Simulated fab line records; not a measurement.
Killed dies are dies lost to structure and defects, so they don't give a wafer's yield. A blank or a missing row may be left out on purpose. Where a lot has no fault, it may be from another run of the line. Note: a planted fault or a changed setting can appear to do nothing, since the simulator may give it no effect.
A single fault, viewed from 2 desks    flow gf180mcu    each desk has only its own numbers; what lay behind them comes last

## FROM THE METROLOGY DESK
What the gauges read, lot by lot, whatever tool the lot ran on: means of the sampled wafers that have a number. Any lot whose mean is over 4 standard deviations away from the usual mean is out of limits and marked OUT; that distance is given in the brackets.
Columns: A = CONTACT_W_RS at GF_CONTACT_RS_MEAS_25, usual 0.381 ohm/sq; B = cd_nm at GF_M1_CD_MEAS_14, usual 229.5 nm; C = V1_BOW at GF_V1_BOW_MEAS_05, usual 82 um
lot   first seen here  A      B                 C
L139  day 16 05:01     0.388  229.5             83
L140  day 16 10:37     0.381  229.3             75
L141  day 16 19:03     0.384  228.9             81
L143  day 18 01:16     0.378  228.5             78
L144  day 18 03:34     0.387  227.8             82
L145  day 18 08:38     0.371  230.1             87
L146  day 18 23:29     0.385  229.6             90
L148  day 19 19:06     0.380  228.8             79
L149  day 19 22:39     0.382  236.4 (+6.2) OUT  80
L150  day 20 03:38     0.382  237.0 (+6.8) OUT  80
L158  day 23 02:35     0.387  229.7             83
L160  day 23 19:01     0.378  230.2             92
L162  day 24 09:01     0.382  230.5             86
This desk finds L149, L150 out of limits, L149 being first, at day 21 00:14 (cd_nm at GF_M1_CD_MEAS_14). In limits: L139, L140, L141, L143, L144, L145, L146, L148, L158, L160, L162.

## TOOL OWNER'S DESK, litho_track-04
At GF_M1_SOFTBAKE_10 (time 60 s), the tool's own readings, given per lot that ran on this tool as the mean of the sampled wafers with a number. Any lot whose mean is over 4 standard deviations away from the usual mean is out of limits and marked OUT; that distance is given in the brackets.
Columns: A = heater_power_total_W at GF_M1_SOFTBAKE_10, usual 93.05 W; B = plate_temp_C at GF_M1_SOFTBAKE_10, usual 130.00 C
lot   first seen here  A                B
L139  day 16 17:17     93.09            129.82
L140  day 16 22:47     93.08            130.06
L141  day 17 07:09     93.07            129.98
L146  day 19 11:56     93.04            129.97
L148  day 20 07:48     93.07            130.11
L149  day 20 11:47     90.13 (-49) OUT  127.12 (-18) OUT
L150  day 20 16:36     90.19 (-48) OUT  127.02 (-19) OUT
L160  day 24 05:54     93.07            130.05
L162  day 24 21:50     93.03            129.91
This desk finds L149, L150 out of limits, L149 being first, at day 20 11:47 (heater_power_total_W at GF_M1_SOFTBAKE_10). In limits: L139, L140, L141, L146, L148, L160, L162.

## BROUGHT TOGETHER
The tool owner's desk could have raised an alarm at day 20 11:47, on L149, L150.
Metrology desk: alarm possible at day 21 00:14 on L149, L150.
Every lot named ran GF_M1_SOFTBAKE_10 on litho_track-04.

## WHAT WAS PUT IN BY THE SIMULATOR
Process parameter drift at GF_M1_SOFTBAKE_10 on litho_track-04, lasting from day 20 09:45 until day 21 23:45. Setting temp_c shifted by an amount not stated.
Struck lots among those shown: L149, L150.
Delay (hours) between the fault's onset and each desk's first out-of-limits reading: 2 at the tool owner's desk, 14 at the metrology desk.
